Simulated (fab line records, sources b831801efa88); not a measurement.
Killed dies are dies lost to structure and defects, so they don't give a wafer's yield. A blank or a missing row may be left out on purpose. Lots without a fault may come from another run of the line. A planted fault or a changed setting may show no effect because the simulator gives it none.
Chamber matching | flow sfq_line | SFQ_TRILAYER_I4_CMP_CMP_100 on cmp-02: 4 sister chambers
The step polishes SiO2. 4 wafers are shown with their chamber, then 7 later ones without.

WAFERS WITH THEIR CHAMBER
wafer  | chamber | motor_current_A (A)
L896.1 | 1       | 11.3
L902.6 | 2       | 11.9
L906.1 | 0       | 8.4
L906.4 | 3       | 10.8

WAFERS WITHOUT THEIR CHAMBER
wafer  | motor_current_A (A)
L906.5 | 11.2
L907.2 | 9.3
L907.3 | 10.9
L907.5 | 10.7
L908.2 | 11.8
L908.4 | 11.1
L908.6 | 9.0

WHICH CHAMBER EACH WENT THROUGH
wafer  | from the rows above          | in truth
L906.5 | can't be placed: 1 or 3 or 2 | 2
L907.2 | can't be placed: 0 or 3      | 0
L907.3 | can't be placed: 3 or 1      | 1
L907.5 | can't be placed: 3 or 1      | 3
L908.2 | can't be placed: 2 or 1      | 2
L908.4 | can't be placed: 1 or 3 or 2 | 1
L908.6 | 0                            | 0
Placed correctly: 1 of 7. Can't be placed from these rows: 6 (the true chamber is among the candidates in 6). Placed wrongly: 0.
How it was worked out, from the rows above alone: a wafer's distance from a chamber is the root of the sum, over the readings, of the square of ((its reading less the chamber's mean) divided by the reading's scatter). The wafer belongs to the nearest chamber; if the next one is less than 2 further off, it can't be placed. A chamber's mean is the mean of its shown wafers. The scatter: with one shown wafer a chamber, the root of the mean of the squares of how far each hidden wafer lies from its nearest shown one.
